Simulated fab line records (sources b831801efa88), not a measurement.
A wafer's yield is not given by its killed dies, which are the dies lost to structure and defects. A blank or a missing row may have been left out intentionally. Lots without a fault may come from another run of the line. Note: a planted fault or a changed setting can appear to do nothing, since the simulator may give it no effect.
Chamber matching || flow gf180mcu || 4 sister chambers for GF_STI_ETCH_14 on rie_si-02
The step etches Si in HBr/Cl2/O2, target depth 360 nm, time 102.9 s. 16 wafers are shown with their chamber, then 8 later ones without.

WAFERS, EACH WITH ITS CHAMBER
{"wafer": "L195.1", "chamber": 1, "drypump_motor_current_A (A)": 5.6, "rf_fwd_power_W (W)": 597.0, "oes_product_au (a.u.)": 0.988}
{"wafer": "L195.2", "chamber": 3, "drypump_motor_current_A (A)": 5.1, "rf_fwd_power_W (W)": 594.1, "oes_product_au (a.u.)": 0.978}
{"wafer": "L195.6", "chamber": 0, "drypump_motor_current_A (A)": 5.9, "rf_fwd_power_W (W)": 598.4, "oes_product_au (a.u.)": 1.000}
{"wafer": "L196.1", "chamber": 2, "drypump_motor_current_A (A)": 6.4, "rf_fwd_power_W (W)": 594.7, "oes_product_au (a.u.)": 1.000}
{"wafer": "L196.3", "chamber": 1, "drypump_motor_current_A (A)": 5.6, "rf_fwd_power_W (W)": 599.9, "oes_product_au (a.u.)": 0.988}
{"wafer": "L196.4", "chamber": 3, "drypump_motor_current_A (A)": 5.1, "rf_fwd_power_W (W)": 595.0, "oes_product_au (a.u.)": 0.967}
{"wafer": "L208.1", "chamber": 0, "drypump_motor_current_A (A)": 5.9, "rf_fwd_power_W (W)": 597.6, "oes_product_au (a.u.)": 0.994}
{"wafer": "L208.5", "chamber": 0, "drypump_motor_current_A (A)": 5.9, "rf_fwd_power_W (W)": 597.2, "oes_product_au (a.u.)": 0.991}
{"wafer": "L208.6", "chamber": 3, "drypump_motor_current_A (A)": 5.1, "rf_fwd_power_W (W)": 597.0, "oes_product_au (a.u.)": 0.993}
{"wafer": "L210.3", "chamber": 0, "drypump_motor_current_A (A)": 6.0, "rf_fwd_power_W (W)": 598.5, "oes_product_au (a.u.)": 0.987}
{"wafer": "L210.5", "chamber": 0, "drypump_motor_current_A (A)": 5.9, "rf_fwd_power_W (W)": 596.2, "oes_product_au (a.u.)": 0.987}
{"wafer": "L210.6", "chamber": 3, "drypump_motor_current_A (A)": 5.1, "rf_fwd_power_W (W)": 598.0, "oes_product_au (a.u.)": 0.997}
{"wafer": "L209.1", "chamber": 3, "drypump_motor_current_A (A)": 5.1, "rf_fwd_power_W (W)": 595.0, "oes_product_au (a.u.)": 0.979}
{"wafer": "L209.4", "chamber": 1, "drypump_motor_current_A (A)": 5.7, "rf_fwd_power_W (W)": 596.4, "oes_product_au (a.u.)": 0.999}
{"wafer": "L209.6", "chamber": 1, "drypump_motor_current_A (A)": 5.7, "rf_fwd_power_W (W)": 598.9, "oes_product_au (a.u.)": 0.995}
{"wafer": "L211.1", "chamber": 0, "drypump_motor_current_A (A)": 5.9, "rf_fwd_power_W (W)": 598.0, "oes_product_au (a.u.)": 0.998}

SIGNATURES (means of the wafers above)
{"reading": "drypump_motor_current_A", "chamber 0": 5.917, "chamber 1": 5.650, "chamber 2": 6.400, "chamber 3": 5.100, "scatter within a chamber": 0.0391}
{"reading": "rf_fwd_power_W", "chamber 0": 597.650, "chamber 1": 598.050, "chamber 2": 594.700, "chamber 3": 595.820, "scatter within a chamber": 1.36}
{"reading": "oes_product_au", "chamber 0": 0.99283, "chamber 1": 0.99250, "chamber 2": 1.00000, "chamber 3": 0.98280, "scatter within a chamber": 0.00833}
Rule: distance of a wafer from a chamber = root of the sum over the readings of ((wafer's reading minus chamber's mean) / reading's scatter) squared. The wafer belongs to the nearest chamber; if the next one is less than 2 further off, it can't be placed. The scatter: the root of (the sum of the squares of (reading less its chamber's mean) over the shown wafers, divided by (wafers less chambers)).

WAFERS WITH NO CHAMBER GIVEN
{"wafer": "L211.2", "drypump_motor_current_A (A)": 5.1, "rf_fwd_power_W (W)": 597.0, "oes_product_au (a.u.)": 1.002}
{"wafer": "L211.4", "drypump_motor_current_A (A)": 5.6, "rf_fwd_power_W (W)": 597.7, "oes_product_au (a.u.)": 1.002}
{"wafer": "L213.3", "drypump_motor_current_A (A)": 6.4, "rf_fwd_power_W (W)": 595.9, "oes_product_au (a.u.)": 1.013}
{"wafer": "L213.4", "drypump_motor_current_A (A)": 5.9, "rf_fwd_power_W (W)": 599.6, "oes_product_au (a.u.)": 0.997}
{"wafer": "L213.6", "drypump_motor_current_A (A)": 5.6, "rf_fwd_power_W (W)": 597.8, "oes_product_au (a.u.)": 0.996}
{"wafer": "L217.3", "drypump_motor_current_A (A)": 5.1, "rf_fwd_power_W (W)": 595.8, "oes_product_au (a.u.)": 0.985}
{"wafer": "L217.4", "drypump_motor_current_A (A)": 5.6, "rf_fwd_power_W (W)": 597.1, "oes_product_au (a.u.)": 1.001}
{"wafer": "L217.5", "drypump_motor_current_A (A)": 5.6, "rf_fwd_power_W (W)": 596.0, "oes_product_au (a.u.)": 1.006}

CHAMBER TAKEN BY EACH
{"wafer": "L211.2", "from the rows above": 3, "in truth": 3}
{"wafer": "L211.4", "from the rows above": 1, "in truth": 1}
{"wafer": "L213.3", "from the rows above": 2, "in truth": 2}
{"wafer": "L213.4", "from the rows above": 0, "in truth": 0}
{"wafer": "L213.6", "from the rows above": 1, "in truth": 1}
{"wafer": "L217.3", "from the rows above": 3, "in truth": 3}
{"wafer": "L217.4", "from the rows above": 1, "in truth": 1}
{"wafer": "L217.5", "from the rows above": 1, "in truth": 1}
Placed correctly: 8 of 8. Can't be placed from these rows: 0. 0 placed wrongly.
